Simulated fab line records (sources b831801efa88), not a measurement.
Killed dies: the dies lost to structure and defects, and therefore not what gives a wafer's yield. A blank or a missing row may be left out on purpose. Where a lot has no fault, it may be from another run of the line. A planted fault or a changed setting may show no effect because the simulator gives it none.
Code-filled problem report in 8D (eight disciplines) form / flow gf180mcu / the parts of the form that need people (team, actions taken, sign-off) are left out

1. WHAT IS WRONG
Across 9 wafers from 3 lots, STI_OXIDATION_02_THK at GF_STI_THK_MEAS_30 averages 11.33 nm, while fault-free wafers read 10.02 nm with a standard deviation of 0.22. That is +6.0 standard deviations from the usual mean.
Earliest sighting: wafer L970.2 on film-metro-02 at day 3 18:07. At this step, 42 wafers from 14 lots have a number in the record. Rule for "out", or "out of limits": more than 4 standard deviations from the usual mean. The other wafers with a number count as sound.

2. WHAT IT IS AND WHAT IT IS NOT
question=which readings at this step | is=STI_OXIDATION_02_THK | is not=-
question=which lots | is=L970, L972, L973 | is not=L963, L964, L966, L968, L977, L980, L982, L983, L984, L985, L986
question=which wafers of those lots | is=all that have a number | is not=-
question=read on which gauges | is=film-metro-02, film-metro-03 | is not=film-metro-01
question=when | is=from day 3 18:07 | is not=up to then (12 sound wafers); but 21 sound wafers of L977, L980, L982, L983, L984, L985, L986 came after

3. WHAT RULES OUT EACH SUSPECT
Counting: a tool at a process step up to the reading stays a suspect if it ran every lot that is out and no sound lot after the first of them.
- the gauge at GF_STI_THK_MEAS_30 has been ruled out. The wafers that are out were read on 2 gauges (film-metro-02, film-metro-03).
- furnace-01 at GF_STI_OXIDATION_29 (stabilise 600 s, purge 300 s, target thk 10 nm): ruled out as a lasting fault. After its first lot that is out, L970 (day 3 16:43), sound lots L985 ran on it.
Left after counting: nothing in the record.

4. THE CAUSE (what the simulator had put in)
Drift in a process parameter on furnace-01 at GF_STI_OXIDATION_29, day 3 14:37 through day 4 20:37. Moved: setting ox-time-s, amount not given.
Counting ruled it out, wrongly: the rule takes a fault to strike every lot that its tool runs from its start on, and this one did not.

5. SEQUENCE OF EFFECTS, ordered by route
Rows list readings where the struck wafers' mean (over those with a number) sits beyond 3 standard deviations from the usual. Only readings whose record carries a usual standard deviation are examined. hours: median over the lots of the time between each lot's start at the first step of this table that gives one and its start at this step. sigmas: the change, counted in usual standard deviations.
hours=0; step=GF_STI_THK_MEAS_30; reading=STI_OXIDATION_02_THK; usual=10.02 nm; on struck wafers=11.33; change=+1.31; sigmas=+6.0
At these later measuring or inspecting steps, every struck wafer for which the step has a row has a number for every such reading, and none has moved that far: GF_LVPWELL_OVL_MEAS_07, GF_MVSD_OVL_MEAS_07.

6. HOW IT WOULD HAVE BEEN CAUGHT EARLIER
4 hours passed between the start of the fault at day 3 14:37 and the first reading out of limits at a measuring or inspecting step in this record, taken at day 3 18:07.
Of the tool readings at GF_STI_OXIDATION_29 for which the record gives a usual standard deviation, none was out on any struck wafer, so an alarm limit of 4 standard deviations on them would not have fired.
